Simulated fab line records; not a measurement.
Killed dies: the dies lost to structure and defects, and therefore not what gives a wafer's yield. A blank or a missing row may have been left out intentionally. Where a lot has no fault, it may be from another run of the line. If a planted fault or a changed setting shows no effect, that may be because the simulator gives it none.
Which tool was responsible? -- flow sky130 -- 14 lots, 41 wafers sampled, at 2 steps of a route of 708

WHAT EACH GAUGE READ, for each wafer
SKY_VIA1_CD_MEAS_12: the cd target is 150 nm. Usual: cdNm at 149.0 nm, with a standard deviation of 1.7.
lot,measured,on,cdNm (nm),flag
L284,day 35 04:00,cdSem-01,148.2 148.0 150.2,
L285,day 35 05:15,cdSem-02,148.7 148.1 149.9,
L287,day 36 03:25,cdSem-01,147.7 148.7 147.8,
L286,day 36 05:14,cdSem-01,148.2 148.6 147.6,
L289,day 36 08:27,cdSem-01,149.6 151.7 150.6,
L288,day 36 19:18,cdSem-01,148.6 148.6 146.9,
L290,day 37 10:23,cdSem-01,151.8 150.6 151.8,
L291,day 37 10:31,cdSem-01,147.3 148.0 150.2,
L294,day 38 23:05,cdSem-02,150.0 151.2,
L298,day 39 00:01,cdSem-02,150.5 150.1 149.5,
L302,day 39 19:32,cdSem-02,151.3 151.2 152.4,
L303,day 39 20:12,cdSem-02,149.8 149.2 150.6,
L304,day 40 03:58,cdSem-02,147.8 146.4 145.8,
L305,day 40 15:11,cdSem-02,149.8 150.6 150.0,

EACH LOT AND THE TOOL THAT RAN IT (in order: tool; ch and the chambers of the sampled wafers; start)
lot,SKY_CONTACT_STRIP_19
L284,"plasmaAsher-03 ch 0,1, day 32 20:08"
L285,"plasmaAsher-04 ch 1, day 32 20:47"
L287,"plasmaAsher-03 ch 0,1, day 33 19:35"
L286,"plasmaAsher-02 ch 0,1, day 33 21:20"
L289,"plasmaAsher-03 ch 0, day 34 00:05"
L288,"plasmaAsher-04 ch 0,1, day 34 12:11"
L290,"plasmaAsher-04 ch 1, day 34 23:05"
L291,"plasmaAsher-04 ch 0,1, day 35 02:08"
L294,"plasmaAsher-04 ch 0,1, day 36 17:31"
L298,"plasmaAsher-04 ch 0,1, day 36 18:53"
L302,"plasmaAsher-04 ch 0,1, day 37 14:20"
L303,"plasmaAsher-04 ch 0,1, day 37 15:53"
L304,"plasmaAsher-02 ch 0,1, day 38 00:08"
L305,"plasmaAsher-03 ch 0,1, day 38 12:14"
- SKY_CONTACT_STRIP_19: strips in O2/N2.

WHAT THE TOOLS THEMSELVES READ (means of the sampled wafers that have a number; where no wafer has one, the mark that the record gives instead)
SKY_CONTACT_STRIP_19. Usual: drypumpMotorCurrentA 5.6 A, standard deviation 0.44; oesProductAu 0.381 a.u., standard deviation 0.0048; stripTimeToEndpointS 3.609 s, standard deviation 0.025.
lot,tool,drypumpMotorCurrentA (A),oesProductAu (a.u.),stripTimeToEndpointS (s),flag
L284,plasmaAsher-03,6.0,0.380,3.605,
L285,plasmaAsher-04,6.0,0.380,3.617,
L287,plasmaAsher-03,5.8,0.387,3.596,
L286,plasmaAsher-02,5.5,0.384,3.631,
L289,plasmaAsher-03,6.2,0.383,3.596,
L288,plasmaAsher-04,5.5,0.383,3.607,
L290,plasmaAsher-04,6.0,0.385,3.621,
L291,plasmaAsher-04,5.5,0.379,3.601,
L294,plasmaAsher-04,5.6,0.379,3.623,
L298,plasmaAsher-04,5.5,0.382,3.599,
L302,plasmaAsher-04,5.7,0.381,3.581,
L303,plasmaAsher-04,5.5,0.382,3.623,
L304,plasmaAsher-02,5.5,0.383,3.626,
L305,plasmaAsher-03,5.9,0.384,3.611,

THE ANSWER, worked out from the rows above alone
Rule: a lot is off if the mean of its wafers that have a number lies more than 3 standard deviations from the usual mean. A lot without any number at a reading at which 4 lots or more have one is off too. All remaining lots with rows at the step are treated as sound. Order of review: gauges by route order, followed by the tools' own readings, for which a lot's mean as printed above is used. The first step at which some lot is off is used, and at that step the reading that is off furthest; a lot without a number counts as furthest.
Nothing can be told from this: no lot is off at any reading shown.

WHAT THE SIMULATOR PUT IN
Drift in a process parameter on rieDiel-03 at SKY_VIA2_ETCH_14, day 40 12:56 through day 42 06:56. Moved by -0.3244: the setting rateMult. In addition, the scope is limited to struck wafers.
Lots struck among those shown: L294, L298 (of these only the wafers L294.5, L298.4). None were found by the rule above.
